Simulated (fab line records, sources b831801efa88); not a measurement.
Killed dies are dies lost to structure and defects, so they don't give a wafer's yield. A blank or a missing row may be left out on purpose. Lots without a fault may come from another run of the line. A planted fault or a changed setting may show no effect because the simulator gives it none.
A struck lot beside a sound one | flow sky130 | 18 steps out of a route of 708
Sound: wafers L886.4, L886.5, L886.6. Struck: wafers L903.2, L903.5, L903.6. The cause comes at the end.
At each step with rows: each side's tool, then ch and its chambers, then its first start. Under that, the readings that differ: sound wafers | struck wafers | difference of the means | sigmas: that difference in standard deviations of wafers without a fault.
alike: readings whose means differ by less than 2 such deviations, and words and numbers that are the same on both sides. not compared: withheld readings, readings that some wafer has no value for, bounds like >300 that may hide the same value, and numbers for which the record gives no deviation and whose values overlap.
The two part at a step that has a row with sigmas, a row that says differs or no value, or rows on one side only. Numbers that don't overlap but have no deviation are shown without sigmas and don't part them. A reading that every wafer of one side lacks parts them only if that side has two wafers or more.

first, 1 step without rows for these wafers: SKY_VT_ADJUST_PCH_IMPLANT_08.
SKY_VT_ADJUST_PCH_STRIP_09: strips in O2/N2.
  sound on plasma_asher-02 ch 0,1, day 10 12:28; struck on plasma_asher-03 ch 0,1, day 16 10:41
  reading                     | sound       | struck      | difference | sigmas
  drypump_motor_current_A (A) | 5.2 5.2 5.2 | 6.3 5.9 6.3 | +1.0       | +2
  alike: o2_flow_sccm, oes_product_au, strip_time_to_endpoint_s
  not compared: rf_hours_counter_h
SKY_VT_ADJUST_PCH_TW_MEAS_10:
  sound on film_metro-01, day 10 12:34; struck on film_metro-01, day 16 10:47
  alike: VT_ADJUST_PCH_TW
then, 7 steps without rows for these wafers: SKY_SONOS_TUNNEL_DEHYDRATE_00 (time 60 s); SKY_SONOS_TUNNEL_HMDS_01 (prime time 60 s); SKY_SONOS_TUNNEL_COAT_02 (resist thk 1140 nm); SKY_SONOS_TUNNEL_SOFTBAKE_03 (time 60 s); SKY_SONOS_TUNNEL_EXPOSE_04 (exposes mask TUNM, target cd 410 nm); SKY_SONOS_TUNNEL_PEB_05; SKY_SONOS_TUNNEL_DEVELOP_06 (develop time 60 s).
SKY_SONOS_TUNNEL_CD_MEAS_07: target cd 410 nm.
  sound on cd_sem-01, day 11 12:30; struck on cd_sem-01, day 17 14:41
  alike: cd_nm
SKY_SONOS_TUNNEL_OVL_MEAS_08:
  sound on overlay-02, day 11 12:35; struck on overlay-01, day 17 14:48
  alike: SONOS_TUNNEL_OVL
SKY_SONOS_TUNNEL_IMPLANT_09:
  sound on implanter-01 ch 0, day 11 12:40; struck on implanter-02 ch 0, day 17 14:52
  reading            | sound                           | struck                      | difference | sigmas
  dose_ions_cm2      | 9.985e+11 1.0007e+12 1.0027e+12 | 1.002e+11 9.94e+10 9.98e+10 | -9.008e+11 | -99 or more
  faraday_current_uA | 5.59 5.75 5.55                  | 0.58 0.56 0.56              | -5.06      | -51
  alike: beam_on_s
then, 2 steps without rows for these wafers: SKY_SONOS_TUNNEL_WET_ETCH_10 (etches SiO2 in dHF, target depth 14 nm, time 280 s); SKY_SONOS_TUNNEL_STRIP_11 (strips in SPM, time 600 s).
SKY_SONOS_TUNNEL_TW_MEAS_12:
  sound on film_metro-01, day 11 13:02; struck on film_metro-01, day 17 15:21
  reading         | sound             | struck            | difference | sigmas
  SONOS_TUNNEL_TW | 196.7 197.8 197.6 | 109.4 109.5 109.8 | -87.8      | -44
then, 1 step without rows for these wafers: SKY_SONOS_TUNNEL_CLEAN_13 (cleans in dHF, time 20 s).
-- the record jumps here: 33 days lie between the struck wafers' starts before and after (it left off in module SONOS_TUNNEL and takes up again in module PAD_OPEN, whose first step shown is number 708 of the route) --
SKY_PAD_OPEN_PROBE_99:
  sound on prober-01, day 45 23:17; struck on prober-02, day 50 09:16
  reading                                     | sound                   | struck                  | difference | sigmas
  model.etest.tip_sonos.rs_ohm_sq             | 2601 2650 2598          | 2510 2477 2434          | -143       |
  model.etest.sonos_uncharged.r_on_ohm_um     | 811.3 812.3 792         | 744.2 729.9 748         | -64.5      |
  model.etest.sonos_erased.drive_ua_um        | 193.2 186.2 183.6       | 219.9 250 222.4         | +43.1      |
  model.etest.sonos_programmed.off_log10_a_um | -13.91 -14.01 -14.07    | -11.22 -11.17 -11.21    | +2.80      |
  model.etest.sonos_programmed.vt_v (V)       | 1.424 1.495 1.515       | 1.363 1.341 1.287       | -0.148     |
  model.etest.sonos_baked.vt_v (V)            | 0.9292 0.968 0.9789     | 0.794 0.7944 0.7415     | -0.182     |
  model.etest.sonos_uncharged.vt_v (V)        | -0.4172 -0.3992 -0.4634 | -0.6664 -0.6589 -0.6314 | -0.2256    |
  model.etest.sonos_erased.vt_v (V)           | -2.256 -2.28 -2.3       | -2.567 -2.603 -2.526    | -0.287     |
  alike: killed_at_M0_to_M3, killed_at_M4_up, killed_at_contacts, killed_at_front_end, killed_at_other, killed_dies, killed_open, killed_short

WHERE THEY PART
First at SKY_VT_ADJUST_PCH_STRIP_09; last, within this record, at SKY_SONOS_TUNNEL_TW_MEAS_12. Later steps at which nothing parts them and some readings are alike: SKY_PAD_OPEN_PROBE_99.

WHY: what the simulator had put in
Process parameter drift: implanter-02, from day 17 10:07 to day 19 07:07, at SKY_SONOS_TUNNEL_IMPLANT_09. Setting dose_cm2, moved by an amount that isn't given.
